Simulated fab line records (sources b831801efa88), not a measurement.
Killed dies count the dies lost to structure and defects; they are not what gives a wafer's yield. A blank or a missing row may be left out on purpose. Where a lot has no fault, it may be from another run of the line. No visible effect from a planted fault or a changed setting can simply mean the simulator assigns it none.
fab line records	flow sky130
record lots=11	wafers=33	last-day=50
route steps=708 shown LI_CONTACT@364 LOCAL_INTERCONNECT@398 CONTACT@406 PAD_OPEN@708
lots with no fault: from the same line, run without faults
start-h: start of the lot's first displayed wafer, in hours after the record's first day	wait-h: hours elapsed since this lot's preceding step	" same as the row above	L1.1+2: one row covering several wafers at once	- no value, or no start given	* or withheld: withheld	< > ~ a bound
route shown NAME@n: a module of which the file shows steps, and the number in the route of the first	usual: average and standard deviation across the fault-free wafers	same: alike in all rows	chamber/n: place in a boat	sites: per-site readings	_std_site: the standard deviation of these	_edge_site: the outer-site mean with the inner-site mean subtracted	radius-mm: for every site, how far away it sits from the centre of the wafer	mask NAME#n: copy n	behind: the tool/chamber that last shaped the wafer	hold: cause of the lot's hold/its duration in hours/its outcome	device: the transistor (n, p or np) that didn't switch	end of line: the tests these same wafers got at the end of their route	a step with no rows: only its recipe	killed: dies that structure and defects cost at the first sort, which is not the same as the wafer's yield	map: the dies of a wafer, with x for killed, . for not killed, _ for no die there
set.NAME: the run value of the setting; set.NAME@STEP: its run value at that earlier step	model.NAME: the simulator's own value behind a step, which no gauge read
a sample of lots followed through the steps of the route, with each step as a table and each wafer as a row
services: from which hour (start-h, from the record's first day; less than 0 if before it) a tool's chamber was out of use, for how many hours, and why
## steps
# step SKY_LI_CONTACT_CMP_02
# recipe material=PSG	down-force-psi=4	platen-rpm=60	pad-velocity-m-s=0.94248
# usual motor-current-A=11.7/1.2	time-to-endpoint-s=36.6/2.7
lot.wafer	tool	chamber	start-h	wait-h	motor-current-A	time-to-endpoint-s
L629.3	cmp-01	2	663.82	0.1	11.4	36.0
L629.1	"	3	"	"	12.1	34.7
L629.6	"	1	"	"	11.1	35.5
L630.2	cmp-02	0	664.17	0.2	10.0	33.5
L630.5	"	1	"	"	12.6	34.7
L630.6	"	2	"	"	10.5	35.0
L631.2	cmp-01	1	664.32	0.0	10.8	32.2
L631.4	"	0	"	"	12.2	31.7
L631.5	"	2	"	"	11.8	36.3
L633.3	cmp-02	2	681.96	0.1	10.6	35.5
L633.6	"	0	"	"	9.9	32.1
L633.5	"	1	"	"	12.1	33.7
L634.4	cmp-02	0	689.81	0.2	9.9	33.1
L634.5	"	1	"	"	12.0	37.2
L634.6	"	2	"	"	9.7	35.2
L636.3	cmp-02	1	706.97	0.1	12.0	37.3
L636.2	"	2	"	"	10.8	33.2
L636.1	"	3	"	"	13.3	37.1
L638.2	cmp-02	1	723.06	0.0	12.0	34.1
L638.1	"	0	"	"	10.3	33.1
L638.6	"	1	"	"	12.3	35.1
L643.4	cmp-01	3	759.47	0.0	12.6	36.9
L643.3	"	1	"	"	11.6	36.5
L643.6	"	3	"	"	11.7	38.2
L645.2	cmp-01	0	776.63	0.1	12.8	36.8
L645.3	"	1	"	"	11.6	34.5
L645.4	"	2	"	"	11.7	36.3
L648.3	cmp-01	3	805.81	0.1	11.6	37.0
L648.5	"	2	"	"	11.5	40.4
L648.6	"	3	"	"	12.4	37.1
L651.1	cmp-01	2	829.36	0.1	11.3	38.7
L651.4	"	0	"	"	12.6	32.2
L651.6	"	2	"	"	11.4	36.3
# step SKY_LOCAL_INTERCONNECT_CD_MEAS_11
# recipe target-cd-nm=170
# usual cd-nm=170.2/1.7
lot.wafer	tool	chamber	start-h	wait-h	cd-nm
L629.1	cd-sem-02	-	721.89	-	167.5
L629.3	"	-	"	"	167.4
L629.6	"	-	"	"	168.5
L630.2	cd-sem-01	-	722.05	-	170.3
L630.5	"	-	"	"	168.8
L630.6	"	-	"	"	169.3
L631.2	cd-sem-01	-	722.40	-	167.1
L631.4	"	-	"	"	168.9
L631.5	"	-	"	"	170.7
L633.3	cd-sem-01	-	739.18	-	171.9
L633.5	"	-	"	"	169.5
L633.6	"	-	"	"	170.7
L634.4	cd-sem-01	-	746.14	-	168.0
L634.5	"	-	"	"	171.0
L634.6	"	-	"	"	168.9
L636.1	cd-sem-02	-	763.93	-	169.3
L636.2	"	-	"	"	168.9
L636.3	"	-	"	"	170.6
L638.1	cd-sem-02	-	779.57	-	172.5
L638.2	"	-	"	"	173.3
L638.6	"	-	"	"	173.0
L643.3	cd-sem-01	-	814.72	-	168.6
L643.4	"	-	"	"	169.4
L643.6	"	-	"	"	169.5
L645.2	cd-sem-01	-	829.85	-	172.4
L645.3	"	-	"	"	173.7
L645.4	"	-	"	"	174.1
L648.3	cd-sem-01	-	858.27	-	170.4
L648.5	"	-	"	"	169.4
L648.6	"	-	"	"	169.0
L651.1	cd-sem-02	-	883.64	-	168.8
L651.4	"	-	"	"	170.0
L651.6	"	-	"	"	168.5
# step SKY_CONTACT_CVD_00
# recipe material=Si3N4	target-thk-nm=75	temp-c=400	time-s=withheld	rf-w=450
# usual heater-power-outer-w=417/62	heater-power-w=719/92	rf-fwd-power-W=444.7/2
lot.wafer	tool	chamber	start-h	wait-h	heater-power-outer-w	heater-power-w	rf-fwd-power-W
L629.1	pecvd-04	0	722.75	0.0	416	674	445.6
L629.3	"	2	"	"	371	594	441.9
L629.6	"	2	"	"	377	592	444.2
L630.2	pecvd-03	1	722.89	0.0	386	646	443.0
L630.5	"	1	"	"	371	653	445.6
L630.6	"	2	"	"	448	790	446.7
L631.2	pecvd-02	0	723.24	0.0	454	790	446.7
L631.4	"	2	"	"	546	899	441.1
L631.5	"	1	"	"	377	655	444.9
L633.3	pecvd-03	1	740.00	0.0	366	650	443.8
L633.5	"	2	"	"	361	643	444.0
L633.6	"	1	"	"	383	641	443.9
L634.4	pecvd-03	0	746.96	0.0	353	692	446.9
L634.5	"	1	"	"	373	651	444.9
L634.6	"	2	"	"	460	758	444.7
L636.1	pecvd-02	1	764.80	0.0	359	638	443.5
L636.2	"	0	"	"	481	783	446.5
L636.3	"	2	"	"	431	785	441.5
L638.1	pecvd-03	2	780.48	0.0	409	696	446.0
L638.2	"	1	"	"	385	643	443.2
L638.6	"	1	"	"	386	646	444.5
L643.3	pecvd-03	0	815.59	0.0	360	702	446.5
L643.4	"	0	"	"	355	704	446.3
L643.6	"	2	"	"	414	719	444.4
L645.2	pecvd-04	0	830.69	0.0	489	791	444.9
L645.3	"	2	"	"	390	617	444.3
L645.4	"	2	"	"	400	631	443.1
L648.3	pecvd-04	0	859.12	0.0	436	721	444.9
L648.5	"	1	"	"	516	862	445.3
L648.6	"	2	"	"	407	673	441.8
L651.1	pecvd-02	1	884.50	0.0	385	678	445.6
L651.4	"	2	"	"	469	831	441.3
L651.6	"	0	"	"	427	725	446.6
# step SKY_CONTACT_THK_MEAS_01
# recipe reads=Si3N4_of_CONTACT_CVD_00
# usual CONTACT_CVD_00_THK=75.3/1.2
lot.wafer	tool	chamber	start-h	wait-h	hold	CONTACT_CVD_00_THK[nm]
L629.1	film-metro-04	-	722.79	-	-	74.1
L629.3	"	-	"	"	-	76.1
L629.6	"	-	"	"	-	76.7
L630.2	film-metro-04	-	722.94	-	-	73.2
L630.5	"	-	"	"	-	74.9
L630.6	"	-	"	"	-	74.8
L631.2	film-metro-04	-	723.29	-	-	76.0
L631.4	"	-	"	"	-	77.2
L631.5	"	-	"	"	-	75.6
L633.3	film-metro-02	-	740.06	-	-	73.8
L633.5	"	-	"	"	-	74.7
L633.6	"	-	"	"	-	75.3
L634.4	film-metro-02	-	747.01	-	-	75.4
L634.5	"	-	"	"	-	76.0
L634.6	"	-	"	"	-	75.4
L636.1	film-metro-03	-	764.83	-	-	74.4
L636.2	"	-	"	"	-	75.2
L636.3	"	-	"	"	-	75.8
L638.1	film-metro-02	-	780.51	-	await-dispo/0.2h/release	58.4
L638.2	"	-	"	"	await-dispo/0.2h/release	58.3
L638.6	"	-	"	"	await-dispo/0.2h/release	58.7
L638.1	film-metro-02	-	780.74	0.2	-	58.4
L638.2	"	-	"	"	-	58.3
L638.6	"	-	"	"	-	58.8
L643.3	film-metro-03	-	815.64	-	await-dispo/0.2h/release	57.0
L643.4	"	-	"	"	await-dispo/0.2h/release	58.6
L643.6	"	-	"	"	await-dispo/0.2h/release	59.0
L643.3	film-metro-03	-	815.87	0.2	-	57.0
L643.4	"	-	"	"	-	58.6
L643.6	"	-	"	"	-	58.9
L645.2	film-metro-04	-	830.74	-	-	74.8
L645.3	"	-	"	"	-	74.0
L645.4	"	-	"	"	-	76.1
L648.3	film-metro-04	-	859.17	-	-	75.6
L648.5	"	-	"	"	-	77.3
L648.6	"	-	"	"	-	76.9
L651.1	film-metro-02	-	884.54	-	-	73.9
L651.4	"	-	"	"	-	77.3
L651.6	"	-	"	"	-	76.7
# step SKY_CONTACT_ETCH_16
# recipe chemistry=N2/H2	target=BARC	ion-energy-ev=200	source-w=500	bias-w=100	pressure-mtorr=30	n2-flow-sccm=100	h2-flow-sccm=200	stop-on=SiO2	time-s=45.9	target-depth-a=600
# usual drypump-motor-current-A=5.8/0.4	oes-product-au=0.854/0.0048	rf-fwd-power-W=495.2/2.2	throttle-valve-pct=13.226/0.0085
lot.wafer	tool	chamber	start-h	wait-h	drypump-motor-current-A	oes-product-au	rf-fwd-power-W	rf-hours-counter-h	throttle-valve-pct
L629.1	rie-diel-01	3	750.99	0.0	5.1	0.848	496.0	2	13.226
L629.3	"	0	"	"	5.9	0.849	493.6	1	13.233
L629.6	"	3	"	"	5.1	0.849	494.4	-	13.205
L630.2	rie-diel-01	3	751.64	0.0	5.1	0.856	495.3	2	13.232
L630.5	"	0	"	"	5.9	0.851	493.0	-	13.231
L630.6	"	1	"	"	5.6	0.857	495.9	-	13.226
L631.2	rie-diel-03	0	751.99	0.0	5.7	0.861	498.1	26	13.221
L631.4	"	2	"	"	6.0	0.846	494.4	11	13.230
L631.5	"	0	"	"	5.8	0.850	494.4	-	13.232
L633.3	rie-diel-01	1	767.74	0.0	5.6	0.856	491.3	14	13.215
L633.5	"	1	"	"	5.6	0.853	494.8	-	13.227
L633.6	"	3	"	"	5.1	0.845	494.4	-	13.219
L634.4	rie-diel-01	1	775.26	0.0	5.6	0.854	495.8	-	13.235
L634.5	"	0	"	"	6.0	0.852	494.9	-	13.240
L634.6	"	3	"	"	5.1	0.846	497.4	-	13.231
L636.1	rie-diel-01	0	791.89	0.0	5.9	0.849	495.6	3	13.225
L636.2	"	2	"	"	5.4	0.859	492.9	0	13.222
L636.3	"	3	"	"	5.1	0.853	494.2	3	13.236
L638.1	rie-diel-01	2	807.04	0.0	5.4	0.856	492.8	1	13.219
L638.2	"	1	"	"	5.6	0.852	495.3	15	13.216
L638.6	"	2	"	"	5.4	0.854	493.0	-	13.218
L643.3	rie-diel-01	1	841.73	0.0	5.6	0.854	495.3	16	13.233
L643.4	"	0	"	"	5.9	0.856	495.3	4	13.235
L643.6	"	0	"	"	5.9	0.850	495.7	-	13.225
L645.2	rie-diel-03	3	857.18	0.0	6.3	0.851	497.5	7	13.231
L645.3	"	1	"	"	6.1	0.853	493.8	24	13.230
L645.4	"	3	"	"	6.3	0.850	494.8	-	13.235
L648.3	rie-diel-04	1	886.18	0.0	6.2	0.857	498.7	10	13.234
L648.5	"	3	"	"	5.9	0.848	495.8	-	13.236
L648.6	"	0	"	"	5.8	0.858	494.6	-	13.225
L651.1	rie-diel-03	2	910.13	0.0	6.0	0.851	494.2	16	13.226
L651.4	"	1	"	"	6.0	0.857	497.0	25	13.228
L651.6	"	1	"	"	6.0	0.857	496.2	-	13.220
# step SKY_CONTACT_ETCH_18
# recipe target=Si3N4	chemistry=CHF3/O2	stop-on=TiN	source-w=600	bias-w=200	pressure-mtorr=40	chf3-flow-sccm=50	O2_flow_sccm=5	time-s=39	target-depth-a=750
# usual drypump-motor-current-A=5.8/0.4	oes-product-au=0.856/0.008	rf-fwd-power-W=593.8/2.6	throttle-valve-pct=8.793/0.009
lot.wafer	tool	chamber	start-h	wait-h	drypump-motor-current-A	oes-product-au	rf-fwd-power-W	rf-hours-counter-h	throttle-valve-pct
L629.1	rie-diel-01	3	-	-	5.1	0.846	593.6	2	8.797
L629.3	"	0	"	"	5.9	0.859	595.8	1	8.796
L629.6	"	3	"	"	5.1	0.863	597.1	-	8.787
L630.2	rie-diel-01	3	-	-	5.1	0.842	593.2	2	8.772
L630.5	"	0	"	"	5.9	0.851	592.9	-	8.799
L630.6	"	1	"	"	5.6	0.854	591.4	-	8.796
L631.2	rie-diel-03	0	-	-	5.7	0.858	596.4	26	8.799
L631.4	"	2	"	"	6.0	0.866	590.3	11	8.796
L631.5	"	0	"	"	5.7	0.857	593.5	-	8.796
L633.3	rie-diel-01	1	-	-	5.6	0.854	590.3	14	8.782
L633.5	"	1	"	"	5.6	0.861	590.0	-	8.791
L633.6	"	3	"	"	5.1	0.854	597.1	-	8.804
L634.4	rie-diel-01	1	-	-	5.6	0.855	593.2	-	8.796
L634.5	"	0	"	"	6.0	0.855	594.2	-	8.790
L634.6	"	3	"	"	5.1	0.860	593.3	-	8.800
L636.1	rie-diel-01	0	-	-	5.9	0.848	592.8	3	8.796
L636.2	"	2	"	"	5.4	0.853	592.2	0	8.791
L636.3	"	3	"	"	5.1	0.864	598.3	4	8.799
L638.1	rie-diel-01	2	-	-	5.4	0.750	591.1	1	8.755
L638.2	"	1	"	"	5.6	0.750	591.6	15	8.771
L638.6	"	2	"	"	5.4	0.743	593.4	-	8.755
L643.3	rie-diel-01	1	-	-	5.6	0.744	594.2	16	8.772
L643.4	"	0	"	"	6.0	0.751	594.0	4	8.773
L643.6	"	0	"	"	5.9	0.746	592.0	-	8.759
L645.2	rie-diel-03	3	-	-	6.3	0.852	594.7	7	8.786
L645.3	"	1	"	"	6.0	0.848	594.2	24	8.782
L645.4	"	3	"	"	6.3	0.858	595.2	-	8.790
L648.3	rie-diel-04	1	-	-	6.2	0.858	595.5	10	8.795
L648.5	"	3	"	"	5.9	0.875	596.0	-	8.790
L648.6	"	0	"	"	5.7	0.865	592.7	-	8.796
L651.1	rie-diel-03	2	-	-	6.0	0.853	591.0	16	8.796
L651.4	"	1	"	"	6.0	0.871	592.8	25	8.793
L651.6	"	1	"	"	6.0	0.864	596.9	-	8.801
# step SKY_PAD_OPEN_PROBE_99
# usual killed_at_M0_to_M3=45/6.8	killed_at_M4_up=3.1/2	killed-at-contacts=23/5.2	killed-at-front-end=14/3.7	killed-at-other=0.3/0.61	killed-dies=86/9	killed-open=46/6.9	killed-short=39/6.4
# same gross-dies=492	killed-at-back-side=0
lot.wafer	tool	chamber	start-h	wait-h	killed_at_M0_to_M3	killed_at_M4_up	killed-at-contacts	killed-at-front-end	killed-at-other	killed-dies	killed-open	killed-short
L629.1	prober-01	-	1085.43	0.1	31	3	23	16	0	73	41	32
L629.3	prober-01	-	1085.53	0.2	43	6	27	5	1	82	42	40
L629.6	prober-01	-	1085.68	0.2	39	1	30	10	1	81	43	38
L638.1	prober-02	-	1127.29	0.1	50	5	23	18	0	96	52	43
L638.2	prober-02	-	1127.34	0.1	44	5	25	19	1	94	52	41
L638.6	prober-02	-	1127.54	0.2	46	5	21	15	0	87	33	53
L643.3	prober-01	-	1153.86	0.2	43	5	35	19	0	102	61	40
L643.4	prober-01	-	1153.91	0.2	43	5	17	11	1	77	39	35
L643.6	prober-01	-	1154.01	0.2	50	2	30	14	0	96	47	47
L648.3	prober-02	-	1183.05	0.2	43	2	20	18	0	83	43	38
L648.5	prober-02	-	1183.15	0.2	49	4	21	15	0	89	40	49
L648.6	prober-02	-	1183.20	0.2	38	3	31	14	0	86	43	43
# killed by level:class
L629.1 CONTACT:geometric-particle:open=8 LI_CONTACT:geometric-particle:open=6 VIA3:geometric-particle:open=6 FIELD_ISO:geometric-particle:open=5 POLY_GATE:geometric-particle:short=5 VIA1:geometric-particle:open=5 VIA2:geometric-particle:open=5 CONTACT:geometric-particle:short=4
L629.3 CONTACT:geometric-particle:open=11 VIA2:geometric-particle:open=7 VIA3:geometric-particle:open=7 VIA1:geometric-particle:open=6 METAL2:geometric-particle:short=6 LOCAL_INTERCONNECT:geometric-particle:short=5 CONTACT:geometric-particle:short=5 LI_CONTACT:geometric-particle:open=4
L629.6 LI_CONTACT:geometric-particle:open=8 VIA2:geometric-particle:open=8 CONTACT:geometric-particle:open=7 VIA1:geometric-particle:open=7 LOCAL_INTERCONNECT:geometric-particle:short=6 METAL1:geometric-particle:short=5 VIA3:geometric-particle:short=5 CONTACT:geometric-particle:short=4
L638.1 VIA1:geometric-particle:open=10 VIA3:geometric-particle:open=9 METAL1:geometric-particle:short=8 VIA2:geometric-particle:open=8 CONTACT:geometric-particle:short=7 FIELD_ISO:geometric-particle:open=6 LI_CONTACT:geometric-particle:open=6 CONTACT:geometric-particle:open=6
L638.2 VIA1:geometric-particle:open=10 CONTACT:geometric-particle:open=9 VIA3:geometric-particle:open=8 FIELD_ISO:geometric-particle:open=7 FIELD_ISO:geometric-particle:short=5 LOCAL_INTERCONNECT:geometric-particle:short=5 VIA3:geometric-particle:short=5 METAL4:geometric-particle:short=5
L638.6 METAL1:geometric-particle:short=11 METAL2:geometric-particle:short=8 LI_CONTACT:geometric-particle:open=7 CONTACT:geometric-particle:open=5 VIA1:geometric-particle:short=5 VIA3:geometric-particle:short=5 FIELD_ISO:geometric-particle:short=4 VIA1:geometric-particle:open=4
L643.3 VIA1:geometric-particle:open=13 LI_CONTACT:geometric-particle:open=11 CONTACT:geometric-particle:open=10 METAL1:geometric-particle:short=6 LOCAL_INTERCONNECT:geometric-particle:short=6 VIA2:geometric-particle:open=6 FIELD_ISO:geometric-particle:open=5 POLY_GATE:geometric-particle:open=5
L643.4 VIA1:geometric-particle:open=16 CONTACT:geometric-particle:open=7 VIA2:geometric-particle:open=7 METAL1:geometric-particle:short=5 VIA1:geometric-particle:short=5 LI_CONTACT:geometric-particle:open=4 VIA3:geometric-particle:short=4 METAL4:geometric-particle:short=4
L643.6 CONTACT:geometric-particle:open=12 VIA1:geometric-particle:open=11 VIA2:geometric-particle:open=7 LOCAL_INTERCONNECT:geometric-particle:short=7 VIA2:geometric-particle:short=7 VIA3:geometric-particle:open=6 METAL1:geometric-particle:short=5 VIA3:geometric-particle:short=5
L648.3 VIA1:geometric-particle:open=10 VIA1:geometric-particle:short=9 LI_CONTACT:geometric-particle:open=8 CONTACT:geometric-particle:open=7 METAL2:geometric-particle:short=6 VIA2:geometric-particle:open=5 METAL1:geometric-particle:short=4 METAL3:geometric-particle:short=4
L648.5 VIA1:geometric-particle:open=10 LI_CONTACT:geometric-particle:open=7 METAL1:geometric-particle:short=7 METAL2:geometric-particle:short=7 CONTACT:geometric-particle:short=6 FIELD_ISO:geometric-particle:open=5 VIA3:geometric-particle:short=5 VIA2:geometric-particle:open=5
L648.6 VIA1:geometric-particle:open=13 CONTACT:geometric-particle:open=10 CONTACT:geometric-particle:short=9 LI_CONTACT:geometric-particle:open=7 METAL1:geometric-particle:short=4 VIA2:geometric-particle:short=4 VIA3:geometric-particle:short=4 FIELD_ISO:geometric-particle:open=3
## services
tool	chamber	start-h	hours	kind
cmp-01	-	642.04	2.3	repair
pecvd-03	-	653.44	0.8	repair
rie-diel-03	1	654.45	6.3	repair
cmp-02	-	693.81	6.5	pm
rie-diel-03	2	698.71	11.2	repair
rie-diel-03	1	704.00	3.0	repair
cmp-02	-	710.57	4.5	repair
rie-diel-03	0	720.43	1.3	repair
cmp-01	-	721.15	1.1	repair
rie-diel-01	3	725.85	23.6	repair
cmp-02	-	727.10	2.1	repair
rie-diel-01	2	730.21	7.1	repair
cmp-02	-	744.00	4.0	pm
rie-diel-03	1	754.00	4.3	repair
pecvd-03	-	754.90	0.7	repair
rie-diel-01	2	761.54	5.8	repair
rie-diel-03	3	764.24	5.9	repair
rie-diel-03	-	777.37	1.0	repair
cmp-01	-	798.30	0.3	repair
rie-diel-01	-	833.09	2.8	pm
rie-diel-03	1	836.13	5.4	repair
rie-diel-03	0	839.68	2.6	repair
rie-diel-01	0	856.44	22.0	repair
cmp-01	-	885.02	1.8	repair
## key
first-sign step=SKY_CONTACT_THK_MEAS_01	reading=visit	direction=added
effect step=SKY_CONTACT_THK_MEAS_01	reading=CONTACT_CVD_00_THK	direction=down	sigmas=14	usual=75.3	struck=58.3
effect step=SKY_CONTACT_ETCH_18	reading=oes-product-au	direction=down	sigmas=14	usual=0.856	struck=0.747
met-at SKY_CONTACT_CVD_00
struck-lots L638,L643
tester-left-out L638,L643
not-acting-at SKY_LI_CONTACT_CMP_02,SKY_LOCAL_INTERCONNECT_CD_MEAS_11,SKY_CONTACT_ETCH_16
onset-between 746.96 780.48
fault kind=site-profile-drift	tool=pecvd-03	chamber=-	onset-h=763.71	steps=SKY_CONTACT_CVD_00	basis=fraction	max-abs-drift=0.49445	slope-share-per-hr=109.88	site-pattern=0,0,0,0,0,-1,-1,-1,-1
# tester-left-out: of these lots the tester's yield and bins aren't shown, on N5 and GAA mostly nor the transistor test; their killed dies are dies lost to structure and defects alone, not to doping, threshold or leakage, so they don't give the yield
